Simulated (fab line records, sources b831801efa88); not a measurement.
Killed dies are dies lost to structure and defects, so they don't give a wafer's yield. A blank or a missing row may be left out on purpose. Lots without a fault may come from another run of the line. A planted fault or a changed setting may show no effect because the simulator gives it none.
A struck lot beside a sound one | flow sky130 | 16 steps out of a route of 708
Sound: wafers L501.1, L501.3, L501.5. Struck: wafers L493.1, L493.5, L493.6. The cause comes at the end.
At each step with rows: each side's tool, then ch and its chambers, then its first start. Under that, the readings that differ: sound wafers | struck wafers | difference of the means | sigmas: that difference in standard deviations of wafers without a fault.
alike: readings whose means differ by less than 2 such deviations, and words and numbers that are the same on both sides. not compared: withheld readings, readings that some wafer has no value for, bounds like >300 that may hide the same value, and numbers for which the record gives no deviation and whose values overlap.
The two part at a step that has a row with sigmas, a row that says differs or no value, or rows on one side only. Numbers that don't overlap but have no deviation are shown without sigmas and don't part them. A reading that every wafer of one side lacks parts them only if that side has two wafers or more.

SKY_VIA2_BOW_MEAS_03:
  sound on film_metro-03, day 40 13:19; struck on film_metro-02, day 37 22:23
  alike: VIA2_BOW
then, 8 steps without rows for these wafers: SKY_VIA2_DEHYDRATE_04 (time 60 s); SKY_VIA2_HMDS_05 (prime time 60 s); SKY_VIA2_COAT_06 (resist thk 60 nm); SKY_VIA2_COAT_07 (resist thk 450 nm); SKY_VIA2_SOFTBAKE_08 (time 90 s); SKY_VIA2_EXPOSE_09 (exposes mask VIM2, target cd 200 nm); SKY_VIA2_PEB_10; SKY_VIA2_DEVELOP_11 (develop time 60 s).
SKY_VIA2_CD_MEAS_12: target cd 200 nm.
  sound on cd_sem-01, day 41 13:47; struck on cd_sem-01, day 38 23:41
  alike: cd_nm
SKY_VIA2_OVL_MEAS_13:
  sound on overlay-01, day 41 13:54; struck on overlay-01, day 38 23:48
  alike: VIA2_OVL
SKY_VIA2_ETCH_14: etches BARC in N2/H2, stops on SiO2, time 45.9 s, target depth 60 nm.
  sound on rie_diel-01 ch 0,3, day 41 13:56; struck on rie_diel-04 ch 1,2, day 38 23:50
  alike: drypump_motor_current_A, oes_product_au, rf_fwd_power_W, throttle_valve_pct
  not compared: rf_hours_counter_h
SKY_VIA2_ETCH_15: etches SiO2 in C4F8/O2/Ar, stops on TiN, target depth 546 nm, time 84 s.
  sound on rie_diel-01 ch 0,3, day 41 13:59; struck on rie_diel-04 ch 1,2, day 38 23:53
  reading                                     | sound             | struck            | difference | sigmas
  rf_fwd_power_W (W)                          | 1488 1491 1485    | 1243 1247 1246    | -243       | -51
  model.KrF-thick_of_VIA2_COAT_07.thk_nm (nm) | 287.4 286.2 286.2 | 295.7 294.4 294.3 | +8.2       |
  alike: oes_product_au
  not compared: rf_hours_counter_h
SKY_VIA2_STRIP_16: strips in O2/N2.
  sound on plasma_asher-01 ch 1, day 41 14:02; struck on plasma_asher-01 ch 0,1, day 38 23:56
  reading                      | sound             | struck            | difference | sigmas
  strip_time_to_endpoint_s (s) | 4.087 4.072 4.088 | 4.182 4.153 4.146 | +0.078     | +4
  alike: drypump_motor_current_A, oes_product_au
  not compared: rf_hours_counter_h
then, 1 step without rows for these wafers: SKY_VIA2_STRIP_17 (strips in post etch residue remover, time 1200 s).
-- the record jumps here: 9 days lie between the struck wafers' starts before and after (it left off in module VIA2 and takes up again in module PAD_OPEN, whose first step shown is number 708 of the route) --
SKY_PAD_OPEN_PROBE_99:
  sound on prober-01, day 49 20:21; struck on prober-02, day 47 22:56
  alike: defect_limited_yield, killed_at_M0_to_M3, killed_at_M4_up, killed_at_contacts, killed_at_front_end, killed_at_other, killed_dies, killed_open, killed_short, sort_bin_3_pad_short, sort_bin_5_function, sort_bin_6_memory, sort_n_pass, sort_yield_pct

WHERE THEY PART
First at SKY_VIA2_ETCH_15; last, within this record, at SKY_VIA2_STRIP_16. Later steps at which nothing parts them and some readings are alike: SKY_PAD_OPEN_PROBE_99.

WHY: what the simulator had put in
Process parameter drift: rie_diel-04, from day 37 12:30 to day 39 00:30, at SKY_VIA2_ETCH_15. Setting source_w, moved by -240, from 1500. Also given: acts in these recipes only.
